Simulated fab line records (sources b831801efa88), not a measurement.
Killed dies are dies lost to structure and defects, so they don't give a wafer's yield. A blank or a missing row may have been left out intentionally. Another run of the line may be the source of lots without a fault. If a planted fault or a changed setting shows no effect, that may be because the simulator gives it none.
Matching of chambers	flow gf180mcu	cmp-01 running GF_V2_CMP_26: 4 sister chambers
The step polishes, stops on SiO2, t overpolish 15 s, target thk 0 nm. 8 wafers are shown with their chamber, then 12 later ones without.

WAFERS WITH THEIR CHAMBER
wafer	chamber	motor current A (A)	time to endpoint s (s)
L081.1	3	12.7	85
L086.1	2	9.8	83
L086.5	2	10.2	81
L087.2	0	9.9	85
L087.6	1	10.7	83
L088.4	3	12.0	89
L088.5	1	11.5	86
L088.6	0	10.6	90

WAFERS MISSING THEIR CHAMBER
wafer	motor current A (A)	time to endpoint s (s)
L089.1	9.8	80
L089.2	10.1	87
L089.3	12.3	86
L090.1	11.6	84
L090.2	9.5	86
L090.3	11.6	87
L093.2	12.3	84
L093.3	10.1	77
L093.6	12.2	83
L096.3	10.0	83
L096.4	11.2	79
L096.6	12.2	85

THE CHAMBER EACH PASSED THROUGH
wafer	from the rows above	in truth
L089.1	2	2
L089.2	can't be placed: 0 or 2 or 1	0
L089.3	3	3
L090.1	can't be placed: 1 or 3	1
L090.2	can't be placed: 0 or 2 or 1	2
L090.3	can't be placed: 1 or 3 or 0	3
L093.2	can't be placed: 3 or 1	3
L093.3	can't be placed: 2 or 1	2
L093.6	can't be placed: 3 or 1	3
L096.3	can't be placed: 2 or 0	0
L096.4	can't be placed: 1 or 2 or 0 or 3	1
L096.6	can't be placed: 3 or 1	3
2 of 12 placed correctly. These rows do not allow placing 10 (true chamber among the candidates in 10). Placed wrongly: 0.
How it was worked out, from the rows above alone: a wafer's distance from a chamber is the root of the sum, over the readings, of the square of ((its reading less the chamber's mean) divided by the reading's scatter). If the next closest chamber is less than 2 further off than the closest, the wafer can't be placed; otherwise it belongs to the closest. Each chamber's mean is taken over the wafers shown for it. The scatter: take each reading less its chamber's mean, square it, sum over the shown wafers, divide by the number of wafers less the number of chambers, and take the root.
